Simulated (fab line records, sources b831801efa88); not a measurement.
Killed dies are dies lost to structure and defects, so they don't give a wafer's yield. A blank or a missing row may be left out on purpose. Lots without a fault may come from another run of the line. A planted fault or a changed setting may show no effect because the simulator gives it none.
A struck lot beside a sound one | flow sky130 | 18 steps out of a route of 708
Sound: wafers L422.2, L422.3, L422.4. Struck: wafers L429.1, L429.2, L429.6. The cause comes at the end.
At each step with rows: each side's tool, then ch and its chambers, then its first start. Under that, the readings that differ: sound wafers | struck wafers | difference of the means | sigmas: that difference in standard deviations of wafers without a fault.
alike: readings whose means differ by less than 2 such deviations, and words and numbers that are the same on both sides. not compared: withheld readings, readings that some wafer has no value for, bounds like >300 that may hide the same value, and numbers for which the record gives no deviation and whose values overlap.
The two part at a step that has a row with sigmas, a row that says differs or no value, or rows on one side only. Numbers that don't overlap but have no deviation are shown without sigmas and don't part them. A reading that every wafer of one side lacks parts them only if that side has two wafers or more.

first, 4 steps without rows for these wafers: SKY_LDD_HVP_SOFTBAKE_03 (time 60 s); SKY_LDD_HVP_EXPOSE_04 (exposes mask HVPTM, target cd 700 nm); SKY_LDD_HVP_PEB_05; SKY_LDD_HVP_DEVELOP_06 (develop time 60 s).
SKY_LDD_HVP_OVL_MEAS_07:
  sound on overlay-02, day 24 17:28; struck on overlay-01, day 26 23:28
  alike: LDD_HVP_OVL
then, 1 step without rows for these wafers: SKY_LDD_HVP_IMPLANT_08.
SKY_LDD_HVP_STRIP_09: strips in O2/N2.
  sound on plasma_asher-04 ch 0,1, day 24 17:39; struck on plasma_asher-04 ch 0,1, day 26 23:39
  alike: chamber_pressure_mTorr, drypump_motor_current_A, oes_product_au, strip_time_to_endpoint_s
  not compared: rf_hours_counter_h
SKY_LDD_HVP_TW_MEAS_10:
  sound on film_metro-01, day 24 17:46; struck on film_metro-03, day 26 23:45
  reading    | sound       | struck      | difference | sigmas
  LDD_HVP_TW | 464 463 464 | 454 450 453 | -11        | -2
then, 4 steps without rows for these wafers: SKY_LDD_LDN_DEHYDRATE_00 (time 60 s); SKY_LDD_LDN_HMDS_01 (prime time 60 s); SKY_LDD_LDN_COAT_02 (resist thk 1140 nm); SKY_LDD_LDN_SOFTBAKE_03 (time 60 s).
SKY_LDD_LDN_EXPOSE_04: exposes mask LDNTM, target cd 700 nm.
  sound on iline_stepper-02 ch 0, day 25 09:02; struck on iline_stepper-01 ch 0, day 27 14:23
  reading                         | sound                | struck            | difference | sigmas
  model.LDD_LDN.overlay_x_nm (nm) | -1.766 -1.766 -1.766 | -51.3 -51.3 -51.3 | -49.5      |
  alike: mask
then, 2 steps without rows for these wafers: SKY_LDD_LDN_PEB_05; SKY_LDD_LDN_DEVELOP_06 (develop time 60 s).
SKY_LDD_LDN_OVL_MEAS_07:
  sound on overlay-02, day 25 23:11; struck on overlay-02, day 28 04:32
  reading          | sound          | struck            | difference | sigmas
  LDD_LDN_OVL (nm) | -1.3 -2.0 -2.9 | -52.7 -52.0 -50.7 | -49.7      | -41
then, 1 step without rows for these wafers: SKY_LDD_LDN_IMPLANT_08.
-- the record jumps here: 21 days lie between the struck wafers' starts before and after (it left off in module LDD_LDN and takes up again in module PAD_OPEN, whose first step shown is number 708 of the route) --
SKY_PAD_OPEN_PROBE_99:
  sound on prober-01, day 48 00:38; struck on prober-02, day 49 14:32
  alike: killed_at_M0_to_M3, killed_at_M4_up, killed_at_contacts, killed_at_front_end, killed_at_other, killed_dies, killed_on_rim, killed_open, killed_short

WHERE THEY PART
First at SKY_LDD_HVP_TW_MEAS_10; last, within this record, at SKY_LDD_LDN_OVL_MEAS_07. Later steps at which nothing parts them and some readings are alike: SKY_PAD_OPEN_PROBE_99.

WHY: what the simulator had put in
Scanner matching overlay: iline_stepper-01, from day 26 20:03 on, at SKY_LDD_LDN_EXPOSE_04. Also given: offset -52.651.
